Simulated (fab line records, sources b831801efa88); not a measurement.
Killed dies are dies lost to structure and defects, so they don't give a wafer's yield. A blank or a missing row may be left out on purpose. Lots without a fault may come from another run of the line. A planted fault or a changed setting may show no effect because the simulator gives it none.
Tool commonality check | flow sky130 | 12 lots, 39 wafers sampled

WHY IT WAS OPENED
At SKY_LI_CONTACT_CD_MEAS_12 the reading cd_nm is flagged on 1 of 12 lots. Wafers without a fault read 169.8 nm, standard deviation 1.6.
Rule: a lot is flagged when every wafer of it that has a number lies more than 4 standard deviations from that mean, or none has a number. The other lots count as sound.

lot  | measured     | on        | cd_nm (nm), wafer by wafer          | flag
L423 | day 30 09:19 | cd_sem-02 | 172.6 173.7 173.7                   |
L425 | day 30 14:17 | cd_sem-02 | 171.7 172.1 171.7                   |
L427 | day 30 21:47 | cd_sem-01 | 169.1 170.1 170.4                   |
L426 | day 30 21:56 | cd_sem-01 | 169.9 168.4 169.5                   |
L428 | day 30 23:13 | cd_sem-01 | 148.3 150.2 149.4 148.4 150.1 149.3 | FLAGGED
L432 | day 32 07:17 | cd_sem-02 | 167.3 168.4 169.1                   |
L435 | day 33 03:24 | cd_sem-01 | 169.4 168.6 168.2                   |
L439 | day 34 10:22 | cd_sem-02 | 169.3 169.4 169.7                   |
L441 | day 34 21:08 | cd_sem-01 | 169.4 171.3 171.8                   |
L443 | day 35 21:10 | cd_sem-02 | 170.3 170.2 171.1                   |
L444 | day 36 17:54 | cd_sem-01 | 168.2 168.1 167.4                   |
L446 | day 36 21:38 | cd_sem-02 | 169.7 169.9 170.7                   |
The numbers of the flagged lots are 149.3 nm on average: -20.5 nm against the usual, or -13 standard deviations.

WHICH TOOL RAN EACH LOT
The record holds 2 process steps before the reading, out of a route of 708 steps. In each cell: the tool, then ch and the chambers that the sampled wafers went through, then the start.
lot  | flag    | SKY_POLY_CUT_ETCH_10               | SKY_LI_CONTACT_EXPOSE_09
L423 |         | rie_diel-01 ch 0,1,2, day 25 15:13 | krf_scanner-01 ch 0, day 29 19:21
L425 |         | rie_diel-01 ch 0,1, day 25 18:07   | krf_scanner-01 ch 0, day 30 00:20
L427 |         | rie_diel-01 ch 0,1,3, day 26 01:30 | krf_scanner-02 ch 0, day 30 08:08
L426 |         | rie_diel-02 ch 0,1,3, day 26 01:49 | krf_scanner-01 ch 0, day 30 08:24
L428 | FLAGGED | rie_diel-02 ch 0,3, day 26 05:00   | krf_scanner-02 ch 0, day 30 09:53
L432 |         | rie_diel-01 ch 0,2, day 27 14:31   | krf_scanner-01 ch 0, day 31 18:13
L435 |         | rie_diel-01 ch 0,1,3, day 28 11:15 | krf_scanner-01 ch 0, day 32 13:45
L439 |         | rie_diel-02 ch 1,2,3, day 29 19:27 | krf_scanner-01 ch 0, day 33 21:10
L441 |         | rie_diel-04 ch 0,1,2, day 30 09:03 | krf_scanner-01 ch 0, day 34 08:33
L443 |         | rie_diel-04 ch 2,3, day 31 09:07   | krf_scanner-02 ch 0, day 35 08:54
L444 |         | rie_diel-01 ch 0,2,3, day 32 06:27 | krf_scanner-01 ch 0, day 36 04:29
L446 |         | rie_diel-01 ch 0,1,2, day 32 09:01 | krf_scanner-01 ch 0, day 36 08:28
What these steps do:
- SKY_POLY_CUT_ETCH_10: etches BARC in N2/H2, stops on SiO2, time 45.9 s, target depth 60 nm.
- SKY_LI_CONTACT_EXPOSE_09: exposes mask LICM1, target cd 170 nm.
- SKY_LI_CONTACT_CD_MEAS_12: target cd 170 nm.

FLAGGED OVER TOTAL, TOOL BY TOOL (the gauges that took the reading come last)
step                      | tool           | lots run | flagged | share of the flagged lots | sound lots run after its first flagged lot
SKY_POLY_CUT_ETCH_10      | rie_diel-01    | 7        | 0       | none                      | -
SKY_POLY_CUT_ETCH_10      | rie_diel-02    | 3        | 1       | all                       | 1 (L439)
SKY_POLY_CUT_ETCH_10      | rie_diel-04    | 2        | 0       | none                      | -
SKY_LI_CONTACT_EXPOSE_09  | krf_scanner-01 | 9        | 0       | none                      | -
SKY_LI_CONTACT_EXPOSE_09  | krf_scanner-02 | 3        | 1       | all                       | 1 (L443)
SKY_LI_CONTACT_CD_MEAS_12 | cd_sem-01      | 6        | 1       | all                       | 3 (L435,L441,L444)
SKY_LI_CONTACT_CD_MEAS_12 | cd_sem-02      | 6        | 0       | none                      | -

WHAT THE TABLE ALLOWS
3 rows of the table ran every flagged lot: rie_diel-02 at SKY_POLY_CUT_ETCH_10, krf_scanner-02 at SKY_LI_CONTACT_EXPOSE_09, cd_sem-01 at SKY_LI_CONTACT_CD_MEAS_12.
- rie_diel-02 at SKY_POLY_CUT_ETCH_10: 1 of its 3 lots flagged. Sound lots ran on it after the first flagged one (L439), which a lasting fault on the whole tool wouldn't allow.
- krf_scanner-02 at SKY_LI_CONTACT_EXPOSE_09: 1 of its 3 lots flagged. Sound lots ran on it after the first flagged one (L443), which a lasting fault on the whole tool wouldn't allow.
- cd_sem-01 at SKY_LI_CONTACT_CD_MEAS_12: 1 of its 6 lots flagged. Sound lots ran on it after the first flagged one (L435, L441, L444), which a lasting fault on the whole tool wouldn't allow.
No row of the table ran every flagged lot and no sound lot after the first.

WHAT THE SIMULATOR HAD PUT IN
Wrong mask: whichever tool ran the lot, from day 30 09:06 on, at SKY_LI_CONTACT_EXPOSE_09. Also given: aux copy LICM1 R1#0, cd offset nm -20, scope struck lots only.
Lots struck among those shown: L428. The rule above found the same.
